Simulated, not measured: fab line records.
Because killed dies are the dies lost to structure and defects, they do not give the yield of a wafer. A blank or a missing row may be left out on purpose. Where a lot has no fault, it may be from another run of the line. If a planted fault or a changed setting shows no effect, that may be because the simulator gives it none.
Which tool was responsible? / flow gf180mcu / 14 lots, 42 wafers sampled, at 4 steps of a route of 602

== WHAT EACH GAUGE READ, for each wafer ==
GF_HV_LDD_OVL_MEAS_32. Usual: HV_LDD_02_OVL -1.3 nm, standard deviation 1.2.
lot=L663; measured=day 11 15:02; on=overlay-01; HV_LDD_02_OVL (nm)=-2.6 -2.5 -1.7; flag=
lot=L664; measured=day 11 20:25; on=overlay-01; HV_LDD_02_OVL (nm)=-3.5 -2.8 -2.8; flag=
lot=L665; measured=day 12 02:17; on=overlay-01; HV_LDD_02_OVL (nm)=-1.7 -2.3 -1.7; flag=
lot=L667; measured=day 12 16:07; on=overlay-01; HV_LDD_02_OVL (nm)=-1.9 -1.9 -2.2; flag=
lot=L668; measured=day 13 03:01; on=overlay-02; HV_LDD_02_OVL (nm)=-2.0 -1.7 -2.3; flag=
lot=L670; measured=day 13 18:18; on=overlay-02; HV_LDD_02_OVL (nm)=-0.6 -1.2 -0.3; flag=
lot=L672; measured=day 14 08:58; on=overlay-02; HV_LDD_02_OVL (nm)=-0.9 -0.1 -0.4; flag=
lot=L675; measured=day 15 17:44; on=overlay-01; HV_LDD_02_OVL (nm)=-0.4 -1.4 -1.5; flag=
lot=L676; measured=day 15 20:31; on=overlay-02; HV_LDD_02_OVL (nm)=-1.5 -0.4 -2.2; flag=
lot=L678; measured=day 16 12:48; on=overlay-02; HV_LDD_02_OVL (nm)=-1.9 -2.1 -1.5; flag=
lot=L680; measured=day 16 22:05; on=overlay-02; HV_LDD_02_OVL (nm)=-0.6 -1.2 -0.6; flag=
lot=L684; measured=day 18 04:40; on=overlay-01; HV_LDD_02_OVL (nm)=-0.7 -1.8 -1.8; flag=
lot=L685; measured=day 18 21:21; on=overlay-02; HV_LDD_02_OVL (nm)=-1.2 0.3 -1.5; flag=
lot=L686; measured=day 19 03:22; on=overlay-01; HV_LDD_02_OVL (nm)=0.1 0.2 0.9; flag=

GF_HV_LDD_THK_MEAS_55. Usual: HV_LDD_CVD_54_THK 9.88 nm, standard deviation 0.15.
lot=L663; measured=day 12 12:01; on=filmMetro-01; HV_LDD_CVD_54_THK (nm)=9.99 10.05 10.03; flag=
lot=L664; measured=day 12 18:14; on=filmMetro-01; HV_LDD_CVD_54_THK (nm)=10.00 9.89 9.93; flag=
lot=L665; measured=day 12 23:37; on=filmMetro-04; HV_LDD_CVD_54_THK (nm)=10.09 10.02 10.00; flag=
lot=L667; measured=day 13 15:59; on=filmMetro-03; HV_LDD_CVD_54_THK (nm)=9.92 9.77 9.80; flag=
lot=L668; measured=day 14 01:56; on=filmMetro-04; HV_LDD_CVD_54_THK (nm)=10.11 10.04 10.18; flag=
lot=L670; measured=day 14 21:22; on=filmMetro-01; HV_LDD_CVD_54_THK (nm)=10.10 9.90 10.23; flag=
lot=L672; measured=day 15 05:39; on=filmMetro-01; HV_LDD_CVD_54_THK (nm)=9.86 9.87 9.89; flag=
lot=L675; measured=day 16 18:36; on=filmMetro-04; HV_LDD_CVD_54_THK (nm)=10.14 9.99 10.00; flag=
lot=L676; measured=day 16 20:57; on=filmMetro-03; HV_LDD_CVD_54_THK (nm)=9.64 9.68 9.69; flag=
lot=L678; measured=day 17 13:21; on=filmMetro-03; HV_LDD_CVD_54_THK (nm)=9.96 10.12 9.90; flag=
lot=L680; measured=day 18 00:09; on=filmMetro-01; HV_LDD_CVD_54_THK (nm)=9.93 9.93 9.92; flag=
lot=L684; measured=day 19 07:04; on=filmMetro-03; HV_LDD_CVD_54_THK (nm)=9.89 9.80 9.75; flag=
lot=L685; measured=day 20 00:57; on=filmMetro-03; HV_LDD_CVD_54_THK (nm)=9.73 9.73 9.85; flag=
lot=L686; measured=day 20 05:49; on=filmMetro-04; HV_LDD_CVD_54_THK (nm)=9.79 9.81 9.82; flag=

== WHICH TOOL RAN EACH LOT (tool, then ch and the chambers of the sampled wafers, then the start) ==
lot=L663; GF_VT_IMPLANT_STRIP_20=plasmaAsher-04 ch 1, day 6 07:56; GF_HV_LDD_CLEAN_51=wetBench-04 ch 0, day 12 10:45
lot=L664; GF_VT_IMPLANT_STRIP_20=plasmaAsher-01 ch 0,1, day 6 11:00; GF_HV_LDD_CLEAN_51=wetBench-04 ch 3, day 12 16:53
lot=L665; GF_VT_IMPLANT_STRIP_20=plasmaAsher-01 ch 0,1, day 6 17:38; GF_HV_LDD_CLEAN_51=wetBench-01 ch 0, day 12 22:20
lot=L667; GF_VT_IMPLANT_STRIP_20=plasmaAsher-01 ch 0,1, day 7 05:53; GF_HV_LDD_CLEAN_51=wetBench-04 ch 2, day 13 13:28
lot=L668; GF_VT_IMPLANT_STRIP_20=plasmaAsher-02 ch 0,1, day 7 14:10; GF_HV_LDD_CLEAN_51=wetBench-01 ch 2, day 14 00:01
lot=L670; GF_VT_IMPLANT_STRIP_20=plasmaAsher-01 ch 0,1, day 8 03:14; GF_HV_LDD_CLEAN_51=wetBench-03 ch 3, day 14 20:06
lot=L672; GF_VT_IMPLANT_STRIP_20=plasmaAsher-02 ch 0,1, day 8 13:02; GF_HV_LDD_CLEAN_51=wetBench-04 ch 0, day 15 04:23
lot=L675; GF_VT_IMPLANT_STRIP_20=plasmaAsher-04 ch 0,1, day 9 11:11; GF_HV_LDD_CLEAN_51=wetBench-04 ch 2, day 16 17:18
lot=L676; GF_VT_IMPLANT_STRIP_20=plasmaAsher-02 ch 0,1, day 9 18:02; GF_HV_LDD_CLEAN_51=wetBench-04 ch 3, day 16 19:41
lot=L678; GF_VT_IMPLANT_STRIP_20=plasmaAsher-02 ch 0,1, day 10 04:11; GF_HV_LDD_CLEAN_51=wetBench-01 ch 2, day 17 12:05
lot=L680; GF_VT_IMPLANT_STRIP_20=plasmaAsher-02 ch 0,1, day 10 18:29; GF_HV_LDD_CLEAN_51=wetBench-01 ch 3, day 17 22:53
lot=L684; GF_VT_IMPLANT_STRIP_20=plasmaAsher-04 ch 0,1, day 11 17:41; GF_HV_LDD_CLEAN_51=wetBench-03 ch 2, day 19 05:44
lot=L685; GF_VT_IMPLANT_STRIP_20=plasmaAsher-02 ch 0,1, day 12 00:56; GF_HV_LDD_CLEAN_51=wetBench-01 ch 1, day 19 23:41
lot=L686; GF_VT_IMPLANT_STRIP_20=plasmaAsher-02 ch 0,1, day 12 09:55; GF_HV_LDD_CLEAN_51=wetBench-03 ch 2, day 20 04:33
- GF_VT_IMPLANT_STRIP_20: strips in O2/N2.
- GF_HV_LDD_CLEAN_51: cleans in SC1/SC2, time 150 s.

== AS READ BY THE TOOLS THEMSELVES (means over the sampled wafers that have a number; for cases with no such wafer, the mark the record gives instead) ==
GF_VT_IMPLANT_STRIP_20. Usual: drypumpMotorCurrentA 5.9 A, standard deviation 0.35; heaterPowerW 316 W, standard deviation 20; o2FlowSccm 3000 sccm, standard deviation 7.7; oesProductAu 0.716 a.u., standard deviation 0.0048; stripTimeToEndpointS 12.62 s, standard deviation 0.032.
lot=L663; tool=plasmaAsher-04; drypumpMotorCurrentA (A)=5.3; heaterPowerW (W)=298; o2FlowSccm (sccm)=2993; oesProductAu (a.u.)=0.719; stripTimeToEndpointS (s)=12.61; flag=
lot=L664; tool=plasmaAsher-01; drypumpMotorCurrentA (A)=6.0; heaterPowerW (W)=309; o2FlowSccm (sccm)=3001; oesProductAu (a.u.)=0.715; stripTimeToEndpointS (s)=12.59; flag=
lot=L665; tool=plasmaAsher-01; drypumpMotorCurrentA (A)=6.1; heaterPowerW (W)=315; o2FlowSccm (sccm)=2992; oesProductAu (a.u.)=0.713; stripTimeToEndpointS (s)=12.58; flag=
lot=L667; tool=plasmaAsher-01; drypumpMotorCurrentA (A)=6.0; heaterPowerW (W)=303; o2FlowSccm (sccm)=3002; oesProductAu (a.u.)=0.714; stripTimeToEndpointS (s)=12.61; flag=
lot=L668; tool=plasmaAsher-02; drypumpMotorCurrentA (A)=5.5; heaterPowerW (W)=323; o2FlowSccm (sccm)=2994; oesProductAu (a.u.)=0.717; stripTimeToEndpointS (s)=12.61; flag=
lot=L670; tool=plasmaAsher-01; drypumpMotorCurrentA (A)=6.1; heaterPowerW (W)=316; o2FlowSccm (sccm)=3007; oesProductAu (a.u.)=0.714; stripTimeToEndpointS (s)=12.62; flag=
lot=L672; tool=plasmaAsher-02; drypumpMotorCurrentA (A)=5.6; heaterPowerW (W)=315; o2FlowSccm (sccm)=3006; oesProductAu (a.u.)=0.711; stripTimeToEndpointS (s)=12.61; flag=
lot=L675; tool=plasmaAsher-04; drypumpMotorCurrentA (A)=5.7; heaterPowerW (W)=317; o2FlowSccm (sccm)=2997; oesProductAu (a.u.)=0.720; stripTimeToEndpointS (s)=12.62; flag=
lot=L676; tool=plasmaAsher-02; drypumpMotorCurrentA (A)=5.5; heaterPowerW (W)=321; o2FlowSccm (sccm)=3001; oesProductAu (a.u.)=0.713; stripTimeToEndpointS (s)=12.63; flag=
lot=L678; tool=plasmaAsher-02; drypumpMotorCurrentA (A)=5.6; heaterPowerW (W)=314; o2FlowSccm (sccm)=3002; oesProductAu (a.u.)=0.719; stripTimeToEndpointS (s)=12.59; flag=
lot=L680; tool=plasmaAsher-02; drypumpMotorCurrentA (A)=5.5; heaterPowerW (W)=321; o2FlowSccm (sccm)=3000; oesProductAu (a.u.)=0.716; stripTimeToEndpointS (s)=12.63; flag=
lot=L684; tool=plasmaAsher-04; drypumpMotorCurrentA (A)=5.7; heaterPowerW (W)=315; o2FlowSccm (sccm)=3002; oesProductAu (a.u.)=0.715; stripTimeToEndpointS (s)=12.64; flag=
lot=L685; tool=plasmaAsher-02; drypumpMotorCurrentA (A)=5.5; heaterPowerW (W)=325; o2FlowSccm (sccm)=3000; oesProductAu (a.u.)=0.717; stripTimeToEndpointS (s)=12.68; flag=
lot=L686; tool=plasmaAsher-02; drypumpMotorCurrentA (A)=5.6; heaterPowerW (W)=317; o2FlowSccm (sccm)=3000; oesProductAu (a.u.)=0.711; stripTimeToEndpointS (s)=12.62; flag=

GF_HV_LDD_CLEAN_51. Usual: 178 s for runLengthS, sd 3.5.
lot=L663; tool=wetBench-04; runLengthS (s)=187; flag=
lot=L664; tool=wetBench-04; runLengthS (s)=183; flag=
lot=L665; tool=wetBench-01; runLengthS (s)=174; flag=
lot=L667; tool=wetBench-04; runLengthS (s)=185; flag=
lot=L668; tool=wetBench-01; runLengthS (s)=175; flag=
lot=L670; tool=wetBench-03; runLengthS (s)=176; flag=
lot=L672; tool=wetBench-04; runLengthS (s)=178; flag=
lot=L675; tool=wetBench-04; runLengthS (s)=49; flag=OFF
lot=L676; tool=wetBench-04; runLengthS (s)=47; flag=OFF
lot=L678; tool=wetBench-01; runLengthS (s)=175; flag=
lot=L680; tool=wetBench-01; runLengthS (s)=176; flag=
lot=L684; tool=wetBench-03; runLengthS (s)=175; flag=
lot=L685; tool=wetBench-01; runLengthS (s)=177; flag=
lot=L686; tool=wetBench-03; runLengthS (s)=174; flag=

== THE ANSWER, worked out from the rows above alone ==
Rule: a lot is off if the mean of its wafers that have a number lies more than 3 standard deviations from the usual mean. Also off: a lot with no number at a reading for which 4 or more lots have one. The other lots that the step has rows for count as sound. After the gauges, taken in route order, come the tools' own readings; for these a lot's mean is taken, as printed above. At the first step where some lot is off, the reading lying furthest off is the one used; lots without a number count as furthest.
Off: L675, L676 (GF_HV_LDD_CLEAN_51, runLengthS).
If a tool, at that step or one of the process steps before it, ran each lot that is off and ran no sound lot following the first of them, it fits. One candidate fits, namely wetBench-04 at GF_HV_LDD_CLEAN_51. Its last sound lot is L672 (day 15 04:23), its first lot that is off L675 (day 16 17:18): a fault that began between those two fits.
On the lots that are off, the tool's own readings at GF_HV_LDD_CLEAN_51 differ by more than 5 times the standard deviation of the sound lots' means, which bears it out; runLengthS reads 48 s there versus 178 s on the sound lots.

== WHAT THE SIMULATOR PUT IN ==
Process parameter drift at GF_HV_LDD_CLEAN_51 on wetBench-04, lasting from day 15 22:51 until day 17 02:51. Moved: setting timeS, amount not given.
Shown lots that were struck: L675, L676. The same result came from the rule above.
